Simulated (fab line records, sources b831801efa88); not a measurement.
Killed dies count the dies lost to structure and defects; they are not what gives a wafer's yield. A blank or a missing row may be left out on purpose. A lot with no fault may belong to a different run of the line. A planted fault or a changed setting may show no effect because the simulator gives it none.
A lot that was struck, set against a sound lot -- flow sky130 -- 23 out of 708 route steps
Sound: wafers L984.3, L984.5, L984.6. The struck wafers were L994.2, L994.3, L994.6. Last of all comes the cause.
Each step with rows lists, per side, the tool, then ch with its chambers, then its first start. Under that, the readings that differ: sound wafers -- struck wafers -- difference of the means -- sigmas: that difference in standard deviations of wafers without a fault.
alike: words and numbers the same on both sides, and readings whose means are apart by under 2 such deviations; not compared: readings that were withheld, readings missing a value for some wafer, numbers with overlapping values and no deviation given by the record, and bounds like >300 which may hide the same value.
Wherever a step has rows on one side only, a row that says differs or no value, or a row with sigmas, the two part there. Numbers that have no deviation but don't overlap get no sigmas and don't part them. Lack of a reading on every wafer of one side parts them only where that side has two or more wafers.

first, 1 step without rows for these wafers: SKY_CAPM_DEVELOP_11 (develop time 60 s).
SKY_CAPM_OVL_MEAS_12:
  sound on overlay-01, day 40 10:40; struck on overlay-02, day 42 14:47
  alike: CAPM_OVL
SKY_CAPM_METAL_ETCH_13: etches TiN in Cl2/BCl3, stops on SiO2, target depth 220 nm, time 62.9 s.
  sound on rie-metal-04 ch 0,1, day 40 10:43; struck on rie-metal-04 ch 1, day 42 14:49
  alike: drypump-motor-current-A, oes-product-au, throttle-valve-pct
  not compared: rf-hours-counter-h
SKY_CAPM_STRIP_14: strips in O2/N2.
  sound on plasma-asher-03 ch 0,1, day 40 10:48; struck on plasma-asher-03 ch 0,1, day 42 14:53
  alike: drypump-motor-current-A, oes-product-au, strip-time-to-endpoint-s
  not compared: rf-hours-counter-h
then, 8 steps without rows for these wafers: SKY_CAPM_STRIP_15 (strips in post etch residue remover, time 1200 s); SKY_CAPM_CLEAN_16 (cleans in IPA, time 180 s); SKY_CAPM_CLEAN_17 (cleans in O3/DIW); SKY_METAL3_DEHYDRATE_05 (time 60 s); SKY_METAL3_HMDS_06 (prime time 60 s); SKY_METAL3_COAT_07 (resist thk 60 nm); SKY_METAL3_COAT_08 (resist thk 1140 nm); SKY_METAL3_SOFTBAKE_09 (time 90 s).
SKY_METAL3_EXPOSE_10: exposes mask MM3, target cd 300 nm.
  sound on krf-scanner-02 ch 0, day 40 23:17; struck on krf-scanner-02 ch 0, day 43 02:21
reading,sound,struck,difference,sigmas
exposure-dose-mJ-cm2,28.000 27.989 28.029,24.711 24.691 24.749,-3.289,-99 or more
  alike: mask
then, 2 steps without rows for these wafers: SKY_METAL3_PEB_11; SKY_METAL3_DEVELOP_12 (develop time 60 s).
SKY_METAL3_CD_MEAS_13: the cd target is 300 nm.
  sound on cd-sem-02, day 41 12:04; struck on cd-sem-02, day 43 13:08
reading,sound,struck,difference,sigmas
cd-nm (nm),303.4 302.3 302.2,322.7 322.1 322.3,+19.7,+14
SKY_METAL3_OVL_MEAS_14:
  sound on overlay-01, day 41 12:09; struck on overlay-02, day 43 13:14
  alike: METAL3_OVL
SKY_METAL3_DESCUM_15: chemistry O2, time 8 s.
  sound on rie-metal-04 ch 0,1, day 41 12:11; struck on rie-metal-03 ch 0, day 43 13:16
reading,sound,struck,difference,sigmas
drypump-motor-current-A (A),5.8 5.8 6.1,4.7 4.7 4.6,-1.2,-2
model.METAL3.cd-nm (nm),303.4 302.9 301.8,323.5 322.7 323.1,+20.4,
  alike: oes-product-au
  not compared: rf-hours-counter-h
SKY_METAL3_ETCH_16: etches BARC in N2/H2, stops on SiO2, time 88.2 s, target depth 60 nm.
  sound on rie-metal-04 ch 0,1, day 41 12:14; struck on rie-metal-03 ch 0, day 43 13:17
reading,sound,struck,difference,sigmas
drypump-motor-current-A (A),5.8 5.9 6.1,4.7 4.7 4.7,-1.2,-2
  alike: oes-product-au, throttle-valve-pct
  not compared: rf-hours-counter-h
SKY_METAL3_ETCH_17: etches SiO2 in C4F8/O2/Ar, stops on TiN, time 3.9 s, target depth 15 nm.
  sound on rie-diel-02 ch 0,1, day 41 12:18; struck on rie-diel-02 ch 1,2,3, day 43 13:23
  alike: oes-product-au
SKY_METAL3_METAL_ETCH_18: etches the open film in Cl2/BCl3, stops on SiO2, target depth 845 nm, time 183.1 s.
  sound on rie-metal-01 ch 0,1, day 41 12:23; struck on rie-metal-01 ch 1, day 43 13:25
reading,sound,struck,difference,sigmas
model.METAL3.cd-nm (nm),302.4 307 298.9,322.5 321.8 324.4,+20.1,
  alike: drypump-motor-current-A, oes-product-au, throttle-valve-pct
  not compared: rf-hours-counter-h
SKY_METAL3_STRIP_19: strips in O2/N2.
  sound on plasma-asher-04 ch 0,1, day 41 12:32; struck on plasma-asher-02 ch 0,1, day 43 13:35
  alike: drypump-motor-current-A, oes-product-au, strip-time-to-endpoint-s
  not compared: rf-hours-counter-h
-- the record jumps here: 6 days lie between the struck wafers' starts before and after (it left off in module METAL3 and takes up again in module PAD_OPEN, whose first step shown is number 708 of the route) --
SKY_PAD_OPEN_PROBE_99:
  sound on prober-02, day 48 08:13; struck on prober-01, day 49 22:38
reading,sound,struck,difference,sigmas
model.etest.met3.width-nm (nm),304.4 308.9 301.5,325.6 316.8 323.1,+16.9,
model.etest.met3.line-ohm-um,0.1406 0.1362 0.1424,0.1316 0.1348 0.132,-0.0069,
  alike: defect-limited-yield, killed_at_M0_to_M3, killed_at_M4_up, killed-at-contacts, killed-at-front-end, killed-at-other, killed-dies, killed-open, killed-short, sort_bin_3_pad_short, sort_bin_5_function, sort_bin_6_memory, sort-n-pass, sort-yield-pct

## WHERE THEY PART
Earliest at SKY_METAL3_EXPOSE_10; latest, in this record, at SKY_METAL3_ETCH_16. Later steps at which nothing parts them and some readings are alike: SKY_METAL3_ETCH_17, SKY_METAL3_METAL_ETCH_18, SKY_METAL3_STRIP_19, SKY_PAD_OPEN_PROBE_99.

WHY: what had been put in by the simulator
Process parameters drifting: krf-scanner-02 at SKY_METAL3_EXPOSE_10, beginning at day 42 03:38. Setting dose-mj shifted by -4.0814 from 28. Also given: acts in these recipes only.
